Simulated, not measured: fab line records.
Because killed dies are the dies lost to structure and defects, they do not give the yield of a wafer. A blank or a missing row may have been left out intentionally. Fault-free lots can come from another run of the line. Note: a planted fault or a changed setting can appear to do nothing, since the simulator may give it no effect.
Matching of chambers | flow sky130 | SKY_LI_CONTACT_ETCH_15 on rieDiel-01: 4 sister chambers
The step etches PSG in C4F8/O2/Ar, stops on Si, target depth 600 nm. 14 wafers are shown with their chamber, then 7 later ones without.

== WAFERS WITH THEIR CHAMBER ==
wafer  | chamber | rfFwdPowerW (W) | oesProductAu (a.u.)
L739.2 | 0       | 1496            | 0.840
L739.4 | 1       | 1489            | 0.838
L739.6 | 1       | 1487            | 0.841
L740.1 | 2       | 1491            | 0.840
L740.4 | 1       | 1497            | 0.841
L740.5 | 0       | 1498            | 0.833
L741.1 | 1       | 1484            | 0.843
L741.4 | 3       | 1494            | 0.833
L741.5 | 3       | 1494            | 0.840
L745.3 | 0       | 1490            | 0.842
L745.4 | 2       | 1491            | 0.839
L745.6 | 1       | 1484            | 0.838
L757.3 | 0       | 1499            | 0.830
L757.4 | 3       | 1492            | 0.833

SIGNATURES (averages over the wafers above)
reading      | chamber 0 | chamber 1 | chamber 2 | chamber 3 | scatter within a chamber
rfFwdPowerW  | 1495.75   | 1488.20   | 1491.00   | 1493.33   | 4.08
oesProductAu | 0.83625   | 0.84020   | 0.83950   | 0.83533   | 0.00386
Rule: for a wafer and a chamber, the distance is found by dividing, reading by reading, the gap between the wafer's reading and the chamber's mean by the reading's scatter, squaring, summing and taking the root. The wafer belongs to the nearest chamber; if the next one is less than 2 further off, it can't be placed. How the scatter is found: for the shown wafers, subtract from each reading the mean of its chamber, square and add these, divide the total by (wafers less chambers), then take the root.

== WAFERS WITHOUT THEIR CHAMBER ==
wafer  | rfFwdPowerW (W) | oesProductAu (a.u.)
L757.6 | 1489            | 0.826
L758.1 | 1491            | 0.842
L758.3 | 1493            | 0.840
L758.6 | 1494            | 0.833
L756.2 | 1493            | 0.843
L756.5 | 1488            | 0.833
L756.6 | 1495            | 0.844

== CHAMBER TAKEN BY EACH ==
wafer  | from the rows above               | in truth
L757.6 | can't be placed: 3 or 0 or 2 or 1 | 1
L758.1 | can't be placed: 2 or 1 or 3 or 0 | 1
L758.3 | can't be placed: 2 or 1 or 0 or 3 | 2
L758.6 | can't be placed: 3 or 0 or 2 or 1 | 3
L756.2 | can't be placed: 2 or 1 or 0 or 3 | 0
L756.5 | can't be placed: 3 or 2 or 1 or 0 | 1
L756.6 | can't be placed: 2 or 1 or 0 or 3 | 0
0 of 7 placed correctly. Unplaceable from these rows: 7, with the true chamber sitting among the candidates in 7. Placed wrongly: 0.
